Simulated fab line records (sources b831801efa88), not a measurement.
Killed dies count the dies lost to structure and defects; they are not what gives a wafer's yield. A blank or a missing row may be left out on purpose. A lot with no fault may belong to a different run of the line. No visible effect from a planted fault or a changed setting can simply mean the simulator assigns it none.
What tool caused it? | flow sky130 | 11 lots, 33 wafers sampled, at 3 steps of a route of 708

WHAT THE GAUGES SHOWED, per wafer
SKY_CAP2M_OVL_MEAS_12. Usual: CAP2M_OVL typically reads -0.9 nm, with standard deviation 1.3.
lot  | measured     | on         | CAP2M_OVL (nm) | flag
L412 | day 42 07:51 | overlay-02 | -2.2 -1.9 -0.6 |
L413 | day 42 12:25 | overlay-01 | -2.0 -0.5 -0.9 |
L414 | day 42 20:29 | overlay-02 | 3.1 0.3 -0.5   |
L415 | day 42 21:23 | overlay-01 | -3.1 -1.1 -1.9 |
L416 | day 43 09:14 | overlay-01 | -1.6 -2.1 -4.2 |
L418 | day 44 11:01 | overlay-01 | 0.3 -0.7 1.4   |
L419 | day 44 13:09 | overlay-01 | -0.3 1.0 -1.7  |
L420 | day 44 16:02 | overlay-02 | -0.7 -2.0 1.2  |
L423 | day 45 07:22 | overlay-02 | -0.5 -2.0 -2.1 |
L424 | day 45 10:52 | overlay-02 | -1.6 -1.5 -1.0 |
L428 | day 46 10:47 | overlay-01 | -0.4 -0.6 -1.0 |

WHAT TOOL EACH LOT RAN ON (gives the tool, then ch and the chambers of the sampled wafers, and finally the start)
lot  | SKY_METAL3_DESCUM_15              | SKY_METAL3_ETCH_17
L412 | rie metal-03 ch 0,1, day 40 04:49 | rie diel-02 ch 0,2,3, day 40 04:57
L413 | rie metal-04 ch 0,1, day 40 08:54 | rie diel-03 ch 0,2,3, day 40 09:02
L414 | rie metal-04 ch 0,1, day 40 18:21 | rie diel-03 ch 1,2,3, day 40 18:29
L415 | rie metal-04 ch 0,1, day 40 19:40 | rie diel-02 ch 0,2,3, day 40 19:48
L416 | rie metal-03 ch 0,1, day 41 07:37 | rie diel-04 ch 0,2,3, day 41 07:45
L418 | rie metal-03 ch 0, day 42 10:46   | rie diel-03 ch 0,1,2, day 42 11:01
L419 | rie metal-01 ch 0,1, day 42 12:55 | rie diel-03 ch 0,1, day 42 13:02
L420 | rie metal-04 ch 0,1, day 42 16:16 | rie diel-03 ch 0,1,2, day 42 16:23
L423 | rie metal-04 ch 0,1, day 43 09:04 | rie diel-04 ch 1,3, day 43 09:12
L424 | rie metal-04 ch 0, day 43 11:45   | rie diel-02 ch 0,1,3, day 43 11:53
L428 | rie metal-01 ch 0,1, day 44 13:02 | rie diel-04 ch 0,2,3, day 44 13:09
- SKY_METAL3_DESCUM_15: chemistry O2, time 8 s.
- SKY_METAL3_ETCH_17: etches SiO2 in C4F8/O2/Ar, stops on TiN, time 3.9 s, target depth 15 nm.

AS READ BY THE TOOLS THEMSELVES (means over the sampled wafers that have a number; for cases with no such wafer, the mark the record gives instead)
SKY_METAL3_DESCUM_15. Usual: drypump motor current A 5.7 A, standard deviation 0.59; oes product au 0.998 a.u., standard deviation 0.0082.
lot  | tool         | drypump motor current A (A) | oes product au (a.u.) | flag
L412 | rie metal-03 | 5.6                         | 0.994                 |
L413 | rie metal-04 | 6.3                         | 0.995                 |
L414 | rie metal-04 | 6.5                         | 0.992                 |
L415 | rie metal-04 | 6.5                         | 0.990                 |
L416 | rie metal-03 | 5.6                         | 0.994                 |
L418 | rie metal-03 | 5.3                         | 0.999                 |
L419 | rie metal-01 | 5.2                         | 1.005                 |
L420 | rie metal-04 | 6.5                         | 1.001                 |
L423 | rie metal-04 | 6.5                         | 0.993                 |
L424 | rie metal-04 | 6.0                         | 0.988                 |
L428 | rie metal-01 | 5.5                         | 1.005                 |

SKY_METAL3_ETCH_17. Usual: oes product au reads 0.752 a.u. (standard deviation 0.0069).
lot  | tool        | oes product au (a.u.) | flag
L412 | rie diel-02 | 0.750                 |
L413 | rie diel-03 | 0.756                 |
L414 | rie diel-03 | 0.747                 |
L415 | rie diel-02 | 0.758                 |
L416 | rie diel-04 | 0.751                 |
L418 | rie diel-03 | 0.752                 |
L419 | rie diel-03 | 0.757                 |
L420 | rie diel-03 | 0.761                 |
L423 | rie diel-04 | 0.756                 |
L424 | rie diel-02 | 0.754                 |
L428 | rie diel-04 | 0.755                 |

THE ANSWER, worked out from the rows above alone
Rule: a lot is off if the mean of its wafers that have a number lies more than 3 standard deviations from the usual mean. Also off: a lot with no number at a reading for which 4 or more lots have one. Where the step has rows for the other lots, those lots are counted as sound. Order of review: gauges by route order, followed by the tools' own readings, for which a lot's mean as printed above is used. At the first step where some lot is off, the reading lying furthest off is the one used; lots without a number count as furthest.
Nothing can be told from this: no lot is off at any reading shown.

WHAT WAS PUT IN BY THE SIMULATOR
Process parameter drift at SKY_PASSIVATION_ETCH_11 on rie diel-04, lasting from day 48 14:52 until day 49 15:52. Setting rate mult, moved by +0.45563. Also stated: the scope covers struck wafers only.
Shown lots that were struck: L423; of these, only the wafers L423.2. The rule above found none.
